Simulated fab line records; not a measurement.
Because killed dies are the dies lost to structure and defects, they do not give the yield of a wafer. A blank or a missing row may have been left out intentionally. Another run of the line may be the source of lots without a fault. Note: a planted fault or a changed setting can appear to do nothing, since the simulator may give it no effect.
Commonality check across tools ; flow sky130 ; 12 lots and 36 wafers in the sample

REASON IT WAS OPENED
At SKY_SD_N_RS_MEAS_16 the reading SD_N_RS is flagged on 2 of 12 lots. No-fault wafers: 68.59 ohm/sq, standard deviation 0.1.
Rule: a lot is flagged when every wafer of it that has a number lies more than 4 standard deviations from that mean, or none has a number. As for the other lots, they are considered sound.

lot;measured;on;SD_N_RS (ohm/sq), wafer by wafer;flag
L464;day 28 10:01;film-metro-01;68.59 68.42 68.51;
L465;day 28 20:55;film-metro-04;68.58 68.43 68.54;
L466;day 29 03:19;film-metro-01;68.51 68.56 68.35;
L469;day 30 03:22;film-metro-02;72.01 72.05 71.81;FLAGGED
L470;day 30 21:49;film-metro-02;72.20 72.14 72.17;FLAGGED
L478;day 33 05:12;film-metro-04;68.60 68.67 68.51;
L479;day 33 16:35;film-metro-04;68.80 68.71 68.50;
L480;day 34 00:07;film-metro-01;68.60 68.53 68.51;
L481;day 34 17:34;film-metro-01;68.61 68.60 68.63;
L482;day 34 19:56;film-metro-01;68.49 68.42 68.58;
L483;day 35 01:26;film-metro-02;68.60 68.65 68.79;
L485;day 35 08:25;film-metro-04;68.59 68.62 68.61;
Average over the flagged lots: 72.06 ohm/sq; offset from the usual +3.47 ohm/sq, equal to +35 standard deviations.

WHICH TOOL RAN EACH LOT
The record holds 2 process steps before the reading, out of a route of 708 steps. Read each cell as the tool, then ch plus the chambers that the sampled wafers visited, then the start.
lot;flag;SKY_SD_N_IMPLANT_09;SKY_SD_N_STRIP_11
L464;;implanter-04 ch 0, day 28 09:19;plasma-asher-04 ch 0,1, day 28 09:37
L465;;implanter-02 ch 0, day 28 20:14;plasma-asher-03 ch 0,1, day 28 20:30
L466;;implanter-03 ch 0, day 29 02:37;plasma-asher-04 ch 0,1, day 29 02:55
L469;FLAGGED;implanter-03 ch 0, day 30 02:41;plasma-asher-03 ch 0,1, day 30 02:58
L470;FLAGGED;implanter-03 ch 0, day 30 21:07;plasma-asher-03 ch 0,1, day 30 21:25
L478;;implanter-03 ch 0, day 33 04:31;plasma-asher-03 ch 0,1, day 33 04:49
L479;;implanter-03 ch 0, day 33 15:55;plasma-asher-04 ch 0,1, day 33 16:11
L480;;implanter-04 ch 0, day 33 23:26;plasma-asher-03 ch 0,1, day 33 23:43
L481;;implanter-02 ch 0, day 34 16:53;plasma-asher-01 ch 0,1, day 34 17:11
L482;;implanter-02 ch 0, day 34 19:16;plasma-asher-03 ch 0,1, day 34 19:33
L483;;implanter-03 ch 0, day 35 00:44;plasma-asher-01 ch 0,1, day 35 01:02
L485;;implanter-03 ch 0, day 35 07:44;plasma-asher-01 ch 0,1, day 35 08:01
What is done by these steps:
- SKY_SD_N_IMPLANT_09
- SKY_SD_N_STRIP_11: strips in O2/N2.
- SKY_SD_N_RS_MEAS_16: measures by four-point-probe.

FLAGGED AGAINST TOTAL, ONE TOOL AT A TIME (gauges that did the reading follow at the end)
step;tool;lots run;flagged;share of the flagged lots;sound lots run after its first flagged lot
SKY_SD_N_IMPLANT_09;implanter-02;3;0;none;-
SKY_SD_N_IMPLANT_09;implanter-03;7;2;all;4 (L478,L479,L483,L485)
SKY_SD_N_IMPLANT_09;implanter-04;2;0;none;-
SKY_SD_N_STRIP_11;plasma-asher-01;3;0;none;-
SKY_SD_N_STRIP_11;plasma-asher-03;6;2;all;3 (L478,L480,L482)
SKY_SD_N_STRIP_11;plasma-asher-04;3;0;none;-
SKY_SD_N_RS_MEAS_16;film-metro-01;5;0;none;-
SKY_SD_N_RS_MEAS_16;film-metro-02;3;2;all;1 (L483)
SKY_SD_N_RS_MEAS_16;film-metro-04;4;0;none;-

WHAT THE TABLE ALLOWS
Every flagged lot was run by 3 rows of the table: implanter-03 at SKY_SD_N_IMPLANT_09, plasma-asher-03 at SKY_SD_N_STRIP_11 and film-metro-02 at SKY_SD_N_RS_MEAS_16.
- implanter-03 at SKY_SD_N_IMPLANT_09: 2 of its 7 lots flagged. Sound lots ran on it after the first flagged one (L478, L479, L483, L485), which a lasting fault on the whole tool wouldn't allow. Its own readings lie more than 4 standard deviations out on every wafer of the flagged lots: beam-energy-keV.
- plasma-asher-03 at SKY_SD_N_STRIP_11: 2 of its 6 lots flagged. Sound lots ran on it after the first flagged one (L478, L480, L482), which a lasting fault on the whole tool wouldn't allow. Its own readings lie more than 4 standard deviations out on every wafer of the flagged lots: strip-time-to-endpoint-s.
- film-metro-02 at SKY_SD_N_RS_MEAS_16: 2 of its 3 lots flagged. Sound lots ran on it after the first flagged one (L483), which a lasting fault on the whole tool wouldn't allow.
No row of the table ran every flagged lot and no sound lot after the first.

WHAT THE SIMULATOR HAD INSERTED
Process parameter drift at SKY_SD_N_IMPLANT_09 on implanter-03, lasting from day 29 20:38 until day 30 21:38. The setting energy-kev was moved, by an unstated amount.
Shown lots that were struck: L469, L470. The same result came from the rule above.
